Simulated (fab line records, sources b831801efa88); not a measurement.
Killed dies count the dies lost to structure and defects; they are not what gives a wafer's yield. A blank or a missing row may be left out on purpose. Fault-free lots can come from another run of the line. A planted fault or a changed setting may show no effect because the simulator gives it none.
fab line records -- flow gf180mcu
record: lots: 15, wafers: 45, lastDay: 34
route steps=602 shown SAB@273 M2@375 V2@383
lots untouched by any fault: they come from a run of this same line in which no faults occurred
startH: hours from the record's first day to the start of the lot's first wafer shown -- waitH: how many hours have passed since the lot's step before this one -- " as in the row above -- L1.1+2: one row covering several wafers at once -- - either no value or no given start -- * or withheld: withheld -- < > ~ a bound
route shown NAME@n: names a module that has steps shown in the file, with the first one's number in the route -- usual: mean and standard deviation over wafers with no fault -- same: alike in all rows -- chamber/n: place in a boat -- sites: the reading at each site -- _std_site: their standard deviation -- _edge_site: outer sites' mean less inner sites' -- radiusMm: how far each site lies from the wafer's centre -- mask NAME#n: copy n -- behind: the last tool/chamber to shape the wafer -- hold: reason for holding the lot/hours on hold/outcome of the hold -- device: which transistor (n, p or np) failed to switch -- end of line: the tests these same wafers got at the end of their route -- a step without rows: its recipe alone -- killed: not the wafer's yield, but the dies lost to structure and defects at the first sort -- map: dies across one wafer; x = killed, . = not, _ = none there
set.NAME: the run value of the setting; set.NAME@STEP: its run value at that earlier step -- model.NAME: the simulator's own value behind a step, which no gauge read
a sample of lots followed through the steps of the route, with each step as a table and each wafer as a row
== steps ==
step: GF_SAB_CD_MEAS_09
recipe: targetCdNm: 420
usual: cdNm: 419.3/2.6
lot.wafer,tool,chamber,startH,waitH,cdNm
L683.1,cdSem-02,-,354.36,0.1,422.6
L683.4,cdSem-02,-,354.36,0.1,425.0
L683.5,cdSem-02,-,354.36,0.1,423.6
L684.1,cdSem-01,-,366.35,0.1,416.8
L684.3,cdSem-01,-,366.35,0.1,418.4
L684.5,cdSem-01,-,366.35,0.1,418.4
L685.2,cdSem-02,-,371.32,0.1,415.5
L685.3,cdSem-02,-,371.32,0.1,415.8
L685.4,cdSem-02,-,371.32,0.1,414.8
L688.4,cdSem-01,-,399.77,0.1,420.7
L688.5,cdSem-01,-,399.77,0.1,423.2
L688.6,cdSem-01,-,399.77,0.1,420.9
L690.1,cdSem-02,-,439.05,0.1,417.2
L690.2,cdSem-02,-,439.05,0.1,420.1
L690.5,cdSem-02,-,439.05,0.1,416.3
L691.2,cdSem-02,-,443.27,0.1,416.8
L691.5,cdSem-02,-,443.27,0.1,415.9
L691.6,cdSem-02,-,443.27,0.1,418.2
L693.3,cdSem-02,-,449.54,0.1,418.3
L693.4,cdSem-02,-,449.54,0.1,420.1
L693.5,cdSem-02,-,449.54,0.1,418.2
L694.1,cdSem-01,-,467.16,0.1,414.8
L694.3,cdSem-01,-,467.16,0.1,416.8
L694.5,cdSem-01,-,467.16,0.1,417.3
L697.2,cdSem-01,-,479.88,0.1,424.3
L697.3,cdSem-01,-,479.88,0.1,424.5
L697.4,cdSem-01,-,479.88,0.1,424.9
L698.2,cdSem-01,-,486.64,0.1,415.9
L698.4,cdSem-01,-,486.64,0.1,416.5
L698.5,cdSem-01,-,486.64,0.1,419.4
L699.3,cdSem-01,-,497.61,0.1,418.4
L699.4,cdSem-01,-,497.61,0.1,420.2
L699.6,cdSem-01,-,497.61,0.1,421.2
L700.1,cdSem-01,-,503.35,0.1,419.5
L700.4,cdSem-01,-,503.35,0.1,419.2
L700.6,cdSem-01,-,503.35,0.1,416.0
L702.1,cdSem-01,-,523.64,0.1,423.0
L702.3,cdSem-01,-,523.64,0.1,423.1
L702.6,cdSem-01,-,523.64,0.1,422.0
L703.2,cdSem-02,-,531.16,0.1,417.3
L703.4,cdSem-02,-,531.16,0.1,417.0
L703.5,cdSem-02,-,531.16,0.1,418.3
L704.3,cdSem-02,-,535.53,0.1,421.4
L704.4,cdSem-02,-,535.53,0.1,420.5
L704.5,cdSem-02,-,535.53,0.1,421.3
step: GF_M2_DEVELOP_13
recipe: developTimeS: 60, devTempC: 21
usual: chillPlateTempC: 22.98/0.11, developTimeS: 60/0
lot.wafer,tool,chamber,startH,waitH,chillPlateTempC,developTimeS
L683.1,lithoTrack-03,0,455.17,0.2,22.70,60
L683.4,lithoTrack-03,0,455.17,0.2,23.02,60
L683.5,lithoTrack-03,0,455.17,0.2,22.90,60
L684.1,lithoTrack-03,0,467.47,0.2,23.02,60
L684.3,lithoTrack-03,0,467.47,0.2,23.08,60
L684.5,lithoTrack-03,0,467.47,0.2,22.89,60
L685.2,lithoTrack-01,0,472.99,0.2,22.88,60
L685.3,lithoTrack-01,0,472.99,0.2,22.81,60
L685.4,lithoTrack-01,0,472.99,0.2,22.73,60
L688.4,lithoTrack-01,0,502.39,0.1,22.79,60
L688.5,lithoTrack-01,0,502.39,0.1,23.03,60
L688.6,lithoTrack-01,0,502.39,0.1,22.99,60
L690.1,lithoTrack-01,0,541.01,0.2,23.15,60
L690.2,lithoTrack-01,0,541.01,0.2,23.06,60
L690.5,lithoTrack-01,0,541.01,0.2,23.10,60
L691.2,lithoTrack-03,0,543.59,0.2,22.90,60
L691.5,lithoTrack-03,0,543.59,0.2,23.02,60
L691.6,lithoTrack-03,0,543.59,0.2,23.06,60
L693.3,lithoTrack-02,0,549.99,0.1,23.09,60
L693.4,lithoTrack-02,0,549.99,0.1,23.13,60
L693.5,lithoTrack-02,0,549.99,0.1,22.85,60
L694.1,lithoTrack-02,0,565.89,0.2,22.97,60
L694.3,lithoTrack-02,0,565.89,0.2,22.89,60
L694.5,lithoTrack-02,0,565.89,0.2,22.90,60
L697.2,lithoTrack-03,0,577.04,0.2,22.99,60
L697.3,lithoTrack-03,0,577.04,0.2,22.96,60
L697.4,lithoTrack-03,0,577.04,0.2,23.03,60
L698.2,lithoTrack-03,-,582.44,0.2,-,-
L698.4,lithoTrack-03,-,582.44,0.2,-,-
L698.5,lithoTrack-03,-,582.44,0.2,-,-
L699.3,lithoTrack-01,-,592.71,0.1,-,-
L699.4,lithoTrack-01,-,592.71,0.1,-,-
L699.6,lithoTrack-01,-,592.71,0.1,-,-
L700.1,lithoTrack-03,-,599.31,0.2,-,-
L700.4,lithoTrack-03,-,599.31,0.2,-,-
L700.6,lithoTrack-03,-,599.31,0.2,-,-
L702.1,lithoTrack-01,0,614.96,0.2,23.10,60
L702.3,lithoTrack-01,0,614.96,0.2,23.21,60
L702.6,lithoTrack-01,0,614.96,0.2,23.02,60
L703.2,lithoTrack-03,0,622.79,0.2,23.24,60
L703.4,lithoTrack-03,0,622.79,0.2,22.99,60
L703.5,lithoTrack-03,0,622.79,0.2,23.03,60
L704.3,lithoTrack-03,0,627.01,0.1,22.98,60
L704.4,lithoTrack-03,0,627.01,0.1,23.10,60
L704.5,lithoTrack-03,0,627.01,0.1,23.06,60
step: GF_V2_THK_MEAS_01
recipe: reads: SiO2_of_V2_CVD_00
usual: V2_CVD_00_THK: 597/8.7
lot.wafer,tool,chamber,startH,waitH,V2_CVD_00_THK[nm]
L683.1,filmMetro-04,-,456.21,0.0,595
L683.4,filmMetro-04,-,456.21,0.0,602
L683.5,filmMetro-04,-,456.21,0.0,608
L684.1,filmMetro-03,-,468.64,0.0,598
L684.3,filmMetro-03,-,468.64,0.0,606
L684.5,filmMetro-03,-,468.64,0.0,596
L685.2,filmMetro-04,-,474.14,0.0,596
L685.3,filmMetro-04,-,474.14,0.0,600
L685.4,filmMetro-04,-,474.14,0.0,596
L688.4,filmMetro-01,-,503.38,0.0,597
L688.5,filmMetro-01,-,503.38,0.0,590
L688.6,filmMetro-01,-,503.38,0.0,605
L690.1,filmMetro-03,-,542.05,0.0,604
L690.2,filmMetro-03,-,542.05,0.0,585
L690.5,filmMetro-03,-,542.05,0.0,598
L691.2,filmMetro-04,-,544.62,0.0,606
L691.5,filmMetro-04,-,544.62,0.0,580
L691.6,filmMetro-04,-,544.62,0.0,593
L693.3,filmMetro-04,-,551.01,0.1,590
L693.4,filmMetro-04,-,551.01,0.1,589
L693.5,filmMetro-04,-,551.01,0.1,595
L694.1,filmMetro-03,-,566.93,0.0,591
L694.3,filmMetro-03,-,566.93,0.0,589
L694.5,filmMetro-03,-,566.93,0.0,603
L697.2,filmMetro-01,-,578.13,0.0,593
L697.3,filmMetro-01,-,578.13,0.0,600
L697.4,filmMetro-01,-,578.13,0.0,599
L702.1,filmMetro-01,-,616.00,0.0,586
L702.3,filmMetro-01,-,616.00,0.0,605
L702.6,filmMetro-01,-,616.00,0.0,592
L703.2,filmMetro-01,-,623.82,0.0,593
L703.4,filmMetro-01,-,623.82,0.0,586
L703.5,filmMetro-01,-,623.82,0.0,578
L704.3,filmMetro-04,-,628.38,0.1,591
L704.4,filmMetro-04,-,628.38,0.1,593
L704.5,filmMetro-04,-,628.38,0.1,607
step: GF_V2_OVL_MEAS_15
usual: V2_OVL: 2/7.3
lot.wafer,tool,chamber,startH,waitH,V2_OVL[nm]
L683.1,overlay-01,-,480.19,0.1,11
L683.4,overlay-01,-,480.19,0.1,5
L683.5,overlay-01,-,480.19,0.1,8
L684.1,overlay-01,-,492.94,0.1,2
L684.3,overlay-01,-,492.94,0.1,10
L684.5,overlay-01,-,492.94,0.1,9
L685.2,overlay-01,-,498.67,0.1,3
L685.3,overlay-01,-,498.67,0.1,3
L685.4,overlay-01,-,498.67,0.1,-6
L688.4,overlay-01,-,527.85,0.1,-1
L688.5,overlay-01,-,527.85,0.1,-8
L688.6,overlay-01,-,527.85,0.1,4
L690.1,overlay-01,-,565.29,0.1,5
L690.2,overlay-01,-,565.29,0.1,4
L690.5,overlay-01,-,565.29,0.1,7
L691.2,overlay-01,-,567.39,0.1,-1
L691.5,overlay-01,-,567.39,0.1,6
L691.6,overlay-01,-,567.39,0.1,-4
L693.3,overlay-02,-,573.93,0.1,22
L693.4,overlay-02,-,573.93,0.1,16
L693.5,overlay-02,-,573.93,0.1,9
L694.1,overlay-01,-,589.04,0.1,-4
L694.3,overlay-01,-,589.04,0.1,-1
L694.5,overlay-01,-,589.04,0.1,-4
L697.2,overlay-02,-,599.94,0.1,-3
L697.3,overlay-02,-,599.94,0.1,10
L697.4,overlay-02,-,599.94,0.1,-6
L702.1,overlay-01,-,636.71,0.1,-3
L702.3,overlay-01,-,636.71,0.1,-6
L702.6,overlay-01,-,636.71,0.1,11
L703.2,overlay-01,-,644.74,0.1,7
L703.4,overlay-01,-,644.74,0.1,5
L703.5,overlay-01,-,644.74,0.1,12
L704.3,overlay-02,-,649.15,0.1,3
L704.4,overlay-02,-,649.15,0.1,0
L704.5,overlay-02,-,649.15,0.1,2
== key ==
firstSign: step: GF_M2_DEVELOP_13, reading: toolRecord, direction: missing
effect none on later readings
metAt GF_M2_DEVELOP_13
struckLots L698,L699,L700
laterRowsLeftOut L698.2,L698.4,L698.5,L699.3,L699.4,L699.6,L700.1,L700.4,L700.6
sortLeftOut L698.2,L698.4,L698.5,L699.3,L699.4,L699.6,L700.1,L700.4,L700.6
notActingAt GF_SAB_CD_MEAS_09,GF_V2_THK_MEAS_01,GF_V2_OVL_MEAS_15
onsetBetween 577.04 582.44
fault: kind: skippedStepWhole, tool: lithoTrack-01,lithoTrack-03, chamber: -, onsetH: 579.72, steps: GF_M2_DEVELOP_13, scope: struckLotsOnly
sortLeftOut: the simulated sort isn't trusted on such a fault, so these wafers' sort isn't shown, and their yield isn't known
laterRowsLeftOut: the simulator's readings of these wafers behind a module that went badly wrong aren't trusted and aren't shown, but for the sort
